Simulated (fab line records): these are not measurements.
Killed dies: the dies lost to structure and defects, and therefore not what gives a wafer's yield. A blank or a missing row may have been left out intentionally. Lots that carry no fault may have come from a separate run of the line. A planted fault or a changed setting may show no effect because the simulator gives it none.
Which of the tools did it? :: flow gf180mcu :: 35 wafers from 12 lots sampled at 4 of the route's 602 steps

WHAT EACH GAUGE READ, for each wafer
GF_SAB_THK_MEAS_01.
lot: L671
measured: day 15 13:50
on: film metro-03
SAB_CVD_00_THK (nm): 49.3 48.9 50.0

lot: L672
measured: day 15 22:16
on: film metro-03
SAB_CVD_00_THK (nm): 49.1 49.9 49.5

lot: L673
measured: day 16 09:02
on: film metro-02
SAB_CVD_00_THK (nm): 49.9 50.9 50.1

lot: L675
measured: day 17 10:28
on: film metro-02
SAB_CVD_00_THK (nm): 49.4 50.4 50.8

lot: L676
measured: day 18 07:10
on: film metro-04
SAB_CVD_00_THK (nm): 48.4 14.5 12.9

lot: L679
measured: day 18 17:11
on: film metro-04
SAB_CVD_00_THK (nm): 49.8 13.8

lot: L680
measured: day 19 11:14
on: film metro-04
SAB_CVD_00_THK (nm): 51.0 49.3 14.8

lot: L686
measured: day 20 23:13
on: film metro-02
SAB_CVD_00_THK (nm): 49.9 50.0 50.6

lot: L687
measured: day 21 08:39
on: film metro-04
SAB_CVD_00_THK (nm): 50.2 49.5 50.8

lot: L688
measured: day 21 20:39
on: film metro-04
SAB_CVD_00_THK (nm): 49.6 51.0 50.2

lot: L689
measured: day 22 04:07
on: film metro-04
SAB_CVD_00_THK (nm): 49.1 50.3 49.4

lot: L690
measured: day 22 09:18
on: film metro-03
SAB_CVD_00_THK (nm): 49.3 49.7 50.7

WHICH TOOL RAN EACH LOT (tool, then ch and the chambers of the sampled wafers, then the start)
lot: L671
GF_HV_LDD_STRIP_37: plasma asher-02 ch 0,1, day 12 18:17
GF_HV_LDD_RTA_52: rtp anneal-01 ch 0, day 13 14:57
GF_SAB_CVD_00: pecvd-01 ch 0,2, day 15 13:40

lot: L672
GF_HV_LDD_STRIP_37: plasma asher-03 ch 0,1, day 13 03:23
GF_HV_LDD_RTA_52: rtp anneal-02 ch 0, day 14 00:20
GF_SAB_CVD_00: pecvd-04 ch 0,1,2, day 15 22:15

lot: L673
GF_HV_LDD_STRIP_37: plasma asher-02 ch 0,1, day 13 13:19
GF_HV_LDD_RTA_52: rtp anneal-01 ch 0, day 14 10:28
GF_SAB_CVD_00: pecvd-01 ch 0,2, day 16 09:00

lot: L675
GF_HV_LDD_STRIP_37: plasma asher-03 ch 0,1, day 14 13:17
GF_HV_LDD_RTA_52: rtp anneal-01 ch 0, day 15 10:51
GF_SAB_CVD_00: pecvd-04 ch 0,1, day 17 10:26

lot: L676
GF_HV_LDD_STRIP_37: plasma asher-02 ch 0,1, day 15 07:28
GF_HV_LDD_RTA_52: rtp anneal-02 ch 0, day 16 05:14
GF_SAB_CVD_00: pecvd-01 ch 0,1,2, day 18 07:08

lot: L679
GF_HV_LDD_STRIP_37: plasma asher-02 ch 1, day 15 16:31
GF_HV_LDD_RTA_52: rtp anneal-01 ch 0, day 16 15:00
GF_SAB_CVD_00: pecvd-01 ch 0,1, day 18 17:09

lot: L680
GF_HV_LDD_STRIP_37: plasma asher-01 ch 1, day 16 06:04
GF_HV_LDD_RTA_52: rtp anneal-02 ch 0, day 17 05:14
GF_SAB_CVD_00: pecvd-01 ch 0,2, day 19 11:08

lot: L686
GF_HV_LDD_STRIP_37: plasma asher-03 ch 0, day 17 18:57
GF_HV_LDD_RTA_52: rtp anneal-01 ch 0, day 18 18:44
GF_SAB_CVD_00: pecvd-04 ch 0,1, day 20 23:12

lot: L687
GF_HV_LDD_STRIP_37: plasma asher-02 ch 0,1, day 18 04:10
GF_HV_LDD_RTA_52: rtp anneal-01 ch 0, day 19 04:43
GF_SAB_CVD_00: pecvd-03 ch 0,1,2, day 21 08:38

lot: L688
GF_HV_LDD_STRIP_37: plasma asher-01 ch 0, day 18 15:21
GF_HV_LDD_RTA_52: rtp anneal-02 ch 0, day 19 16:41
GF_SAB_CVD_00: pecvd-04 ch 1,2, day 21 20:38

lot: L689
GF_HV_LDD_STRIP_37: plasma asher-02 ch 0, day 18 23:36
GF_HV_LDD_RTA_52: rtp anneal-01 ch 0, day 20 00:34
GF_SAB_CVD_00: pecvd-01 ch 0,1, day 22 04:05

lot: L690
GF_HV_LDD_STRIP_37: plasma asher-03 ch 0,1, day 19 05:58
GF_HV_LDD_RTA_52: rtp anneal-02 ch 0, day 20 06:18
GF_SAB_CVD_00: pecvd-03 ch 0,1, day 22 09:16
- GF_HV_LDD_STRIP_37: strips in O2/N2.
- GF_HV_LDD_RTA_52: time 10 s.
- GF_SAB_CVD_00: deposits SiO2 from TEOS, target thk 50 nm, time 4.9302 s.

WHAT THE TOOLS THEMSELVES READ (means of the sampled wafers that have a number; where no wafer has one, the mark that the record gives instead)
GF_HV_LDD_STRIP_37.
lot: L671
tool: plasma asher-02
drypump motor current A (A): 5.8
heater power w (W): 340
o2 flow sccm (sccm): 3002
oes product au (a.u.): 0.718
strip time to endpoint s (s): 12.62

lot: L672
tool: plasma asher-03
drypump motor current A (A): 4.8
heater power w (W): 344
o2 flow sccm (sccm): 3001
oes product au (a.u.): 0.720
strip time to endpoint s (s): 12.66

lot: L673
tool: plasma asher-02
drypump motor current A (A): 6.3
heater power w (W): 337
o2 flow sccm (sccm): 2997
oes product au (a.u.): 0.710
strip time to endpoint s (s): 12.64

lot: L675
tool: plasma asher-03
drypump motor current A (A): 4.8
heater power w (W): 350
o2 flow sccm (sccm): 3001
oes product au (a.u.): 0.722
strip time to endpoint s (s): 12.63

lot: L676
tool: plasma asher-02
drypump motor current A (A): 6.3
heater power w (W): 337
o2 flow sccm (sccm): 3002
oes product au (a.u.): 0.719
strip time to endpoint s (s): 12.64

lot: L679
tool: plasma asher-02
drypump motor current A (A): 5.5
heater power w (W): 324
o2 flow sccm (sccm): 3012
oes product au (a.u.): 0.715
strip time to endpoint s (s): 12.62

lot: L680
tool: plasma asher-01
drypump motor current A (A): 5.4
heater power w (W): 368
o2 flow sccm (sccm): 2995
oes product au (a.u.): 0.720
strip time to endpoint s (s): 12.69

lot: L686
tool: plasma asher-03
drypump motor current A (A): 4.7
heater power w (W): 354
o2 flow sccm (sccm): 2995
oes product au (a.u.): 0.720
strip time to endpoint s (s): 12.72

lot: L687
tool: plasma asher-02
drypump motor current A (A): 6.3
heater power w (W): 339
o2 flow sccm (sccm): 2998
oes product au (a.u.): 0.719
strip time to endpoint s (s): 12.66

lot: L688
tool: plasma asher-01
drypump motor current A (A): 5.2
heater power w (W): 324
o2 flow sccm (sccm): 3001
oes product au (a.u.): 0.715
strip time to endpoint s (s): 12.64

lot: L689
tool: plasma asher-02
drypump motor current A (A): 6.7
heater power w (W): 327
o2 flow sccm (sccm): 3006
oes product au (a.u.): 0.717
strip time to endpoint s (s): 12.62

lot: L690
tool: plasma asher-03
drypump motor current A (A): 4.8
heater power w (W): 345
o2 flow sccm (sccm): 3010
oes product au (a.u.): 0.716
strip time to endpoint s (s): 12.68

GF_HV_LDD_RTA_52.
lot: L671
tool: rtp anneal-01
lamp power pct (%): 30.5
wafer_temp_C_max: 1004.3

lot: L672
tool: rtp anneal-02
lamp power pct (%): 36.4
wafer_temp_C_max: 1002.3

lot: L673
tool: rtp anneal-01
lamp power pct (%): 30.6
wafer_temp_C_max: 1003.2

lot: L675
tool: rtp anneal-01
lamp power pct (%): 30.6
wafer_temp_C_max: 1004.0

lot: L676
tool: rtp anneal-02
lamp power pct (%): 36.4
wafer_temp_C_max: 1003.8

lot: L679
tool: rtp anneal-01
lamp power pct (%): 30.5
wafer_temp_C_max: 1003.8

lot: L680
tool: rtp anneal-02
lamp power pct (%): 36.4
wafer_temp_C_max: 1002.6

lot: L686
tool: rtp anneal-01
lamp power pct (%): 30.6
wafer_temp_C_max: 1004.2

lot: L687
tool: rtp anneal-01
lamp power pct (%): 30.5
wafer_temp_C_max: 1003.8

lot: L688
tool: rtp anneal-02
lamp power pct (%): 36.4
wafer_temp_C_max: 1003.7

lot: L689
tool: rtp anneal-01
lamp power pct (%): 30.6
wafer_temp_C_max: 1004.0

lot: L690
tool: rtp anneal-02
lamp power pct (%): 36.4
wafer_temp_C_max: 1002.9

GF_SAB_CVD_00.
lot: L671
tool: pecvd-01
heater power w (W): 697

lot: L672
tool: pecvd-04
heater power w (W): 671

lot: L673
tool: pecvd-01
heater power w (W): 848

lot: L675
tool: pecvd-04
heater power w (W): 697

lot: L676
tool: pecvd-01
heater power w (W): 751

lot: L679
tool: pecvd-01
heater power w (W): 715

lot: L680
tool: pecvd-01
heater power w (W): 815

lot: L686
tool: pecvd-04
heater power w (W): 698

lot: L687
tool: pecvd-03
heater power w (W): 609

lot: L688
tool: pecvd-04
heater power w (W): 632

lot: L689
tool: pecvd-01
heater power w (W): 664

lot: L690
tool: pecvd-03
heater power w (W): 640

THE ANSWER, worked out from the rows above alone
Rule: the usual values come from the lots themselves. The widest of any qualifying gaps counts: lots, ordered by their means at a reading, are off when they make up no more than a third of the lots, leave a main group of 4 or more, and stand apart from it by 3 or more times the standard deviation of that group's means. A main group whose means are all the same, to the digits that the tables above print for the reading, isn't used. A lot without any number at a reading at which 4 lots or more have one is off too. Any other lot the step has rows for is counted as sound. The gauges are gone through in route order, then the tools' own readings, and for those a lot's mean is taken as printed above. The first step at which some lot is off is used, and at that step the reading that is off furthest; a lot without a number counts as furthest.
Off: L676, L679, L680, seen at GF_SAB_THK_MEAS_01 (SAB_CVD_00_THK). Main group: mean 49.9 nm, sd 0.33.
A tool fits if, at a process step before that reading, it ran every lot that is off, and no sound lot after the first of them. Those tools and the gauges at GF_SAB_THK_MEAS_01 are tried in the same way. Not one of the candidates tried fits.

WHAT THE SIMULATOR PUT IN
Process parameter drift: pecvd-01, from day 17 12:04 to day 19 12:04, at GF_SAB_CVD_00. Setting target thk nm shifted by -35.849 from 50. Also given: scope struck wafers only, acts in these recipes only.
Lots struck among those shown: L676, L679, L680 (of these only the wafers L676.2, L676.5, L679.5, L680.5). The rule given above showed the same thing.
